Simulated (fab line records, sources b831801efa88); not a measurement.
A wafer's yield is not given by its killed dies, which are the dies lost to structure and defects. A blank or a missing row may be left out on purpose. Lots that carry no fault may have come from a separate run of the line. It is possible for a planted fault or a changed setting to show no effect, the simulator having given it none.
Commonality check across tools	flow gf180mcu	Lots sampled 12, wafers sampled 36

WHY IT WAS OPENED
2 of 12 lots carry a flag on the reading HV_LDD_3_TW at GF_HV_LDD_TW_MEAS_38. No-fault wafers: 1434, standard deviation 8.8.
Rule: flag the lot when none of its wafers has a number, or when each of its wafers that has one lies beyond 4 standard deviations from that mean. As for the other lots, they are considered sound.

lot	measured	on	HV_LDD_3_TW, wafer by wafer	flag
L501	day 11 19:07	film-metro-02	1439 1431 1431	
L502	day 12 10:59	film-metro-02	1435 1427 1435	
L503	day 12 17:04	film-metro-03	1436 1434 1439	
L506	day 13 16:02	film-metro-02	1415 1409 1422	
L505	day 13 16:20	film-metro-02	1419 1415 1408	
L508	day 14 04:14	film-metro-01	1438 1439 1430	
L510	day 15 00:07	film-metro-03	1436 1430 1438	
L516	day 16 12:25	film-metro-03	1436 1443 1435	
L518	day 17 06:07	film-metro-02	1421 1427 1428	
L519	day 17 16:34	film-metro-03	1369 1363 1376	FLAGGED
L520	day 18 00:10	film-metro-03	1370 1366 1376	FLAGGED
L522	day 18 18:54	film-metro-02	1441 1439 1435	
The numbers of the flagged lots are 1370 on average: -64 against the usual, or -7 standard deviations.

EACH LOT AND THE TOOL IT RAN ON
Before the reading, the record contains 2 process steps out of a 602-step route. In each cell: the tool, then ch and the chambers that the sampled wafers went through, then the start.
lot	flag	GF_VT_IMPLANT_STRIP_20	GF_HV_LDD_IMPLANT_36
L501		plasma-asher-01 ch 1, day 6 11:26	implanter-01 ch 0, day 11 18:53
L502		plasma-asher-01 ch 0,1, day 7 00:43	implanter-03 ch 0, day 12 10:46
L503		plasma-asher-03 ch 0, day 7 05:23	implanter-01 ch 0, day 12 16:49
L506		plasma-asher-01 ch 0,1, day 7 21:11	implanter-04 ch 0, day 13 15:47
L505		plasma-asher-03 ch 0,1, day 7 20:53	implanter-01 ch 0, day 13 16:05
L508		plasma-asher-02 ch 0,1, day 8 08:16	implanter-04 ch 0, day 14 04:02
L510		plasma-asher-03 ch 1, day 9 02:52	implanter-01 ch 0, day 14 23:53
L516		plasma-asher-02 ch 0,1, day 10 08:46	implanter-01 ch 0, day 16 12:10
L518		plasma-asher-01 ch 0,1, day 10 21:58	implanter-01 ch 0, day 17 05:53
L519	FLAGGED	plasma-asher-02 ch 0,1, day 11 05:16	implanter-04 ch 0, day 17 16:20
L520	FLAGGED	plasma-asher-01 ch 0,1, day 11 11:52	implanter-04 ch 0, day 17 23:56
L522		plasma-asher-01 ch 0,1, day 12 03:19	implanter-01 ch 0, day 18 18:39
What is done by these steps:
- GF_VT_IMPLANT_STRIP_20: strips in O2/N2.
- GF_HV_LDD_IMPLANT_36
- GF_HV_LDD_TW_MEAS_38

FLAGGED AGAINST TOTAL, ONE TOOL AT A TIME (gauges that did the reading follow at the end)
step	tool	lots run	flagged	share of the flagged lots	sound lots run after its first flagged lot
GF_VT_IMPLANT_STRIP_20	plasma-asher-01	6	1	some	1 (L522)
GF_VT_IMPLANT_STRIP_20	plasma-asher-02	3	1	some	0
GF_VT_IMPLANT_STRIP_20	plasma-asher-03	3	0	none	-
GF_HV_LDD_IMPLANT_36	implanter-01	7	0	none	-
GF_HV_LDD_IMPLANT_36	implanter-03	1	0	none	-
GF_HV_LDD_IMPLANT_36	implanter-04	4	2	all	0
GF_HV_LDD_TW_MEAS_38	film-metro-01	1	0	none	-
GF_HV_LDD_TW_MEAS_38	film-metro-02	6	0	none	-
GF_HV_LDD_TW_MEAS_38	film-metro-03	5	2	all	0

THE TABLE: WHAT IT ALLOWS
Table rows that saw every flagged lot: 2, namely implanter-04 at GF_HV_LDD_IMPLANT_36 and film-metro-03 at GF_HV_LDD_TW_MEAS_38.
- implanter-04 at GF_HV_LDD_IMPLANT_36: 2 of its 4 lots flagged. It ran its last sound lot, L508, at day 14 04:02 and its first flagged lot, L519, at day 17 16:20: a fault with its onset between the two fits. Its own readings (dose-ions-cm2, faraday-current-uA) fall more than 4 standard deviations out on all wafers of the flagged lots.
- film-metro-03 at GF_HV_LDD_TW_MEAS_38: 2 of its 5 lots flagged. It ran its last sound lot, L516, at day 16 12:25 and its first flagged lot, L519, at day 17 16:34: a fault with its onset between the two fits.
Because each of these 2 tools fits a fault that began at some hour, counting lots does not separate them. More lots, or a look at what each step does to the wafer, might.

WHAT HAD BEEN PUT IN BY THE SIMULATOR
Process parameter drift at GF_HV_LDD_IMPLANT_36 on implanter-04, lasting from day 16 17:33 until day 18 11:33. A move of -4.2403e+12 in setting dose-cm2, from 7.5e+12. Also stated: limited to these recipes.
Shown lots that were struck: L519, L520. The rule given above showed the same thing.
